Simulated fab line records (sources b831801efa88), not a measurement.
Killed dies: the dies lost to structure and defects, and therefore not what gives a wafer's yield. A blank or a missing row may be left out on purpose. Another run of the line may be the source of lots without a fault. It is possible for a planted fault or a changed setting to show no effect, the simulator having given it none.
What tool caused it? + flow sky130 + 40 wafers from 14 lots sampled at 3 of the route's 708 steps

## WHAT EACH GAUGE READ, for each wafer
SKY_CAPM_RS_MEAS_03: measures by four-point-probe. Usual: CAPM_TIN_RS gives 6.92 ohm/sq (standard deviation 0.054).
| lot  | measured     | on            | CAPM_TIN_RS (ohm/sq) | flag |
|------|--------------|---------------|----------------------|------|
| L235 | day 36 07:32 | film-metro-04 | 6.92 6.91 6.87       |      |
| L236 | day 36 14:56 | film-metro-03 | 6.86 6.81 6.86       |      |
| L237 | day 37 02:21 | film-metro-03 | 6.91 6.91 6.80       |      |
| L240 | day 37 19:54 | film-metro-04 | 6.94 6.90 6.94       |      |
| L239 | day 37 20:19 | film-metro-04 | 6.90 6.86 6.92       |      |
| L238 | day 37 20:53 | film-metro-03 | 6.95 6.93 6.91       |      |
| L241 | day 37 22:58 | film-metro-01 | 6.90 6.89 6.85       |      |
| L242 | day 38 20:28 | film-metro-04 | 6.87 6.87 6.96       |      |
| L248 | day 40 08:46 | film-metro-01 | 6.98 6.91            |      |
| L250 | day 40 19:56 | film-metro-04 | 6.87 6.83            |      |
| L252 | day 41 14:08 | film-metro-01 | 6.88 6.89 6.86       |      |
| L254 | day 42 03:58 | film-metro-04 | 6.93 6.87 6.92       |      |
| L255 | day 42 05:28 | film-metro-04 | 6.84 6.84 6.83       |      |
| L256 | day 42 06:08 | film-metro-04 | 6.90 6.98 6.94       |      |

SKY_CAPM_THK_MEAS_04: measures by xrf. Usual: CAPM_TIN_THK gives 199.8 nm (standard deviation 1.6).
| lot  | measured     | on            | CAPM_TIN_THK (nm) | flag |
|------|--------------|---------------|-------------------|------|
| L235 | day 36 07:39 | film-metro-04 | 198.0 199.4 199.5 |      |
| L236 | day 36 15:03 | film-metro-03 | 201.8 202.3 200.9 |      |
| L237 | day 37 02:27 | film-metro-03 | 201.8 200.5 203.2 |      |
| L240 | day 37 20:01 | film-metro-04 | 198.2 198.8 197.7 |      |
| L239 | day 37 20:26 | film-metro-04 | 199.0 199.7 197.4 |      |
| L238 | day 37 21:00 | film-metro-03 | 199.7 199.7 201.2 |      |
| L241 | day 37 23:04 | film-metro-01 | 200.7 201.1 202.2 |      |
| L242 | day 38 20:35 | film-metro-04 | 201.4 200.3 199.6 |      |
| L248 | day 40 08:52 | film-metro-01 | 200.0 200.4       |      |
| L250 | day 40 20:02 | film-metro-04 | 201.5 203.1       |      |
| L252 | day 41 14:14 | film-metro-01 | 200.6 201.5 201.7 |      |
| L254 | day 42 04:05 | film-metro-04 | 198.6 199.3 198.4 |      |
| L255 | day 42 05:35 | film-metro-04 | 201.0 200.3 201.4 |      |
| L256 | day 42 06:16 | film-metro-04 | 199.2 196.2 197.7 |      |

## WHAT TOOL EACH LOT RAN ON (gives the tool, then ch and the chambers of the sampled wafers, and finally the start)
| lot  | SKY_METAL3_SPUTTER_04        |
|------|------------------------------|
| L235 | pvd-sputter-02, day 36 07:17 |
| L236 | pvd-sputter-02, day 36 14:41 |
| L237 | pvd-sputter-03, day 37 02:04 |
| L240 | pvd-sputter-03, day 37 19:40 |
| L239 | pvd-sputter-03, day 37 20:04 |
| L238 | pvd-sputter-03, day 37 20:38 |
| L241 | pvd-sputter-03, day 37 22:40 |
| L242 | pvd-sputter-02, day 38 20:13 |
| L248 | pvd-sputter-04, day 40 08:30 |
| L250 | pvd-sputter-02, day 40 19:40 |
| L252 | pvd-sputter-04, day 41 13:52 |
| L254 | pvd-sputter-03, day 42 03:43 |
| L255 | pvd-sputter-02, day 42 05:13 |
| L256 | pvd-sputter-02, day 42 05:54 |
- SKY_METAL3_SPUTTER_04: material TiN, target thk 70 nm, time 58.3 s.

## AS READ BY THE TOOLS THEMSELVES (means over the sampled wafers that have a number; for cases with no such wafer, the mark the record gives instead)
SKY_METAL3_SPUTTER_04. Usual: throttle-valve-pct at 30.0 %, with a standard deviation of 0.99.
| lot  | tool           | throttle-valve-pct (%) | flag |
|------|----------------|------------------------|------|
| L235 | pvd-sputter-02 | 30.5                   |      |
| L236 | pvd-sputter-02 | 30.4                   |      |
| L237 | pvd-sputter-03 | 29.0                   |      |
| L240 | pvd-sputter-03 | 29.5                   |      |
| L239 | pvd-sputter-03 | 29.6                   |      |
| L238 | pvd-sputter-03 | 30.1                   |      |
| L241 | pvd-sputter-03 | 29.6                   |      |
| L242 | pvd-sputter-02 | 30.3                   |      |
| L248 | pvd-sputter-04 | 29.5                   |      |
| L250 | pvd-sputter-02 | 30.6                   |      |
| L252 | pvd-sputter-04 | 30.0                   |      |
| L254 | pvd-sputter-03 | 29.1                   |      |
| L255 | pvd-sputter-02 | 30.5                   |      |
| L256 | pvd-sputter-02 | 30.6                   |      |

## THE ANSWER, worked out from the rows above alone
Rule: a lot is off if the mean of its wafers that have a number lies more than 3 standard deviations from the usual mean. Also off: a lot with no number at a reading for which 4 or more lots have one. Any other lot the step has rows for is counted as sound. Order of review: gauges by route order, followed by the tools' own readings, for which a lot's mean as printed above is used. At the first step where some lot is off, the reading lying furthest off is the one used; lots without a number count as furthest.
Across all readings shown, no lot is off: no conclusion can be drawn from this.

## WHAT WAS PUT IN BY THE SIMULATOR
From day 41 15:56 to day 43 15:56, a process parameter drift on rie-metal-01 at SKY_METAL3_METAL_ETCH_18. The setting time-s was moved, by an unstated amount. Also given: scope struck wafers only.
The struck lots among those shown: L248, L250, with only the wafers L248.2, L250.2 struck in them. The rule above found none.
